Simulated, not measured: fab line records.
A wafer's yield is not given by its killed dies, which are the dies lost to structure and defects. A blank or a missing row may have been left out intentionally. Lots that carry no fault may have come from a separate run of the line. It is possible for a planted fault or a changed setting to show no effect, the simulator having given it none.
Which tool was responsible? -- flow gf180mcu -- 36 wafers from 12 lots sampled at 5 of the route's 602 steps

WHAT THE GAUGES SHOWED, per wafer
GF_M4_OVL_MEAS_15.
lot,measured,on,M4_OVL (nm)
L263,day 23 07:16,overlay-02,6 6 8
L264,day 23 18:07,overlay-01,4 11 1
L265,day 23 23:37,overlay-01,6 5 4
L266,day 24 12:16,overlay-01,4 3 3
L273,day 26 19:01,overlay-01,-4 3 0
L274,day 27 01:04,overlay-02,-5 -5 1
L275,day 27 12:10,overlay-01,1 8 4
L277,day 28 02:55,overlay-02,5 0 6
L282,day 29 13:46,overlay-01,-2 5 4
L283,day 29 19:31,overlay-02,-1 4 -4
L284,day 30 02:01,overlay-02,8 4 8
L285,day 30 07:01,overlay-01,7 -2 -1

GF_MIM_THK_MEAS_06.
lot,measured,on,MIM_CVD_05_THK (nm)
L263,day 24 08:42,film-metro-01,42.1 43.1 43.4
L264,day 24 19:16,film-metro-02,41.9 41.9 42.6
L265,day 25 00:47,film-metro-02,41.8 42.3 41.9
L266,day 25 12:56,film-metro-01,43.1 43.3 43.1
L273,day 27 18:19,film-metro-01,42.4 42.7 42.9
L274,day 28 00:21,film-metro-01,42.1 41.8 42.4
L275,day 28 11:16,film-metro-02,41.7 50.1 50.6
L277,day 29 01:53,film-metro-02,41.6 42.3 42.5
L282,day 30 11:16,film-metro-02,42.3 42.2 42.5
L283,day 30 17:05,film-metro-02,42.0 43.0 42.6
L284,day 30 23:11,film-metro-01,42.7 42.3 42.6
L285,day 31 03:31,film-metro-02,41.6 42.6 42.2

GF_M5_CD_MEAS_07: the cd target is 280 nm.
lot,measured,on,cd-nm (nm)
L263,day 26 04:30,cd-sem-01,279.0 277.5 277.6
L264,day 26 15:11,cd-sem-02,278.1 278.4 279.3
L265,day 26 18:43,cd-sem-01,279.6 279.2 278.1
L266,day 27 07:21,cd-sem-01,283.0 281.8 281.4
L273,day 29 09:22,cd-sem-02,279.9 279.7 281.6
L274,day 29 15:23,cd-sem-02,277.8 278.5 277.9
L275,day 30 01:28,cd-sem-01,279.4 279.4 278.7
L277,day 30 15:03,cd-sem-02,281.8 281.7 282.5
L282,day 31 22:50,cd-sem-01,280.3 279.7 280.2
L283,day 32 03:40,cd-sem-01,279.8 280.0 279.5
L284,day 32 09:13,cd-sem-01,279.9 280.1 281.3
L285,day 32 13:39,cd-sem-01,279.2 278.7 279.6

EACH LOT AND THE TOOL THAT RAN IT (in order: tool; ch and the chambers of the sampled wafers; start)
lot,GF_MIM_CVD_05,GF_MIM_STRIP_20
L263,"pecvd-01 ch 0,1,2, day 24 08:39","plasma-asher-01 ch 0, day 25 06:39"
L264,"pecvd-04 ch 0,2, day 24 19:12","plasma-asher-01 ch 0,1, day 25 17:20"
L265,"pecvd-01 ch 0,1,2, day 25 00:45","plasma-asher-04 ch 0,1, day 25 21:52"
L266,"pecvd-02 ch 1,2, day 25 12:52","plasma-asher-04 ch 0,1, day 26 10:01"
L273,"pecvd-04 ch 0,2, day 27 18:16","plasma-asher-03 ch 0,1, day 28 14:11"
L274,"pecvd-01 ch 0,2, day 28 00:18","plasma-asher-04 ch 0, day 28 19:57"
L275,"pecvd-02 ch 0,2, day 28 11:13","plasma-asher-03 ch 0,1, day 29 06:16"
L277,"pecvd-01 ch 0,1,2, day 29 01:50","plasma-asher-04 ch 0,1, day 29 20:23"
L282,"pecvd-04 ch 0,1, day 30 11:13","plasma-asher-04 ch 0,1, day 31 05:05"
L283,"pecvd-02 ch 0,1,2, day 30 17:04","plasma-asher-03 ch 0,1, day 31 10:41"
L284,"pecvd-02 ch 0,2, day 30 23:09","plasma-asher-04 ch 0,1, day 31 16:24"
L285,"pecvd-04 ch 0,2, day 31 03:29","plasma-asher-01 ch 0,1, day 31 20:19"
- GF_MIM_CVD_05: deposits Si3N4, target thk 42 nm, time 29.086 s.
- GF_MIM_STRIP_20: strips in O2/N2.

AS READ BY THE TOOLS THEMSELVES (means over the sampled wafers that have a number; for cases with no such wafer, the mark the record gives instead)
GF_MIM_CVD_05.
lot,tool,heater-power-w (W),run-length-s (s)
L263,pecvd-01,580,57.2
L264,pecvd-04,731,56.7
L265,pecvd-01,632,57.4
L266,pecvd-02,757,56.7
L273,pecvd-04,728,56.9
L274,pecvd-01,555,57.6
L275,pecvd-02,721,61.1
L277,pecvd-01,658,57.4
L282,pecvd-04,559,56.8
L283,pecvd-02,716,56.9
L284,pecvd-02,683,56.9
L285,pecvd-04,760,56.8

GF_MIM_STRIP_20.
lot,tool,drypump-motor-current-A (A),heater-power-w (W),oes-product-au (a.u.),strip-time-to-endpoint-s (s)
L263,plasma-asher-01,5.3,329,0.694,11.21
L264,plasma-asher-01,5.7,350,0.698,11.22
L265,plasma-asher-04,6.0,340,0.691,11.24
L266,plasma-asher-04,6.0,334,0.690,11.20
L273,plasma-asher-03,5.7,346,0.690,11.21
L274,plasma-asher-04,5.9,330,0.692,11.24
L275,plasma-asher-03,5.2,319,0.685,11.16
L277,plasma-asher-04,6.0,338,0.688,11.19
L282,plasma-asher-04,6.0,331,0.690,11.18
L283,plasma-asher-03,5.2,320,0.690,11.14
L284,plasma-asher-04,6.0,327,0.687,11.16
L285,plasma-asher-01,6.2,360,0.686,11.22

THE ANSWER, worked out from the rows above alone
Rule: the lots themselves supply what counts as usual. The widest of any qualifying gaps counts: lots, ordered by their means at a reading, are off when they make up no more than a third of the lots, leave a main group of 4 or more, and stand apart from it by 3 or more times the standard deviation of that group's means. A main group is skipped when, at the precision printed for the reading in the tables above, its means are all equal. A lot without any number at a reading at which 4 lots or more have one is off too. The other lots that the step has rows for count as sound. The gauges are gone through in route order, then the tools' own readings, and for those a lot's mean is taken as printed above. At the first step where some lot is off, the reading lying furthest off is the one used; lots without a number count as furthest.
Off: L275, at GF_MIM_THK_MEAS_06 (MIM_CVD_05_THK). Mean 42.4 nm and standard deviation 0.35 in the main group.
A tool fits if, at a process step before that reading, it ran every lot that is off, and no sound lot after the first of them. The gauges at GF_MIM_THK_MEAS_06 aren't tried: what is off there is off at GF_MIM_CVD_05 too, on other tools, and a gauge's error can't cause that. None of those tried fits.

WHAT HAD BEEN PUT IN BY THE SIMULATOR
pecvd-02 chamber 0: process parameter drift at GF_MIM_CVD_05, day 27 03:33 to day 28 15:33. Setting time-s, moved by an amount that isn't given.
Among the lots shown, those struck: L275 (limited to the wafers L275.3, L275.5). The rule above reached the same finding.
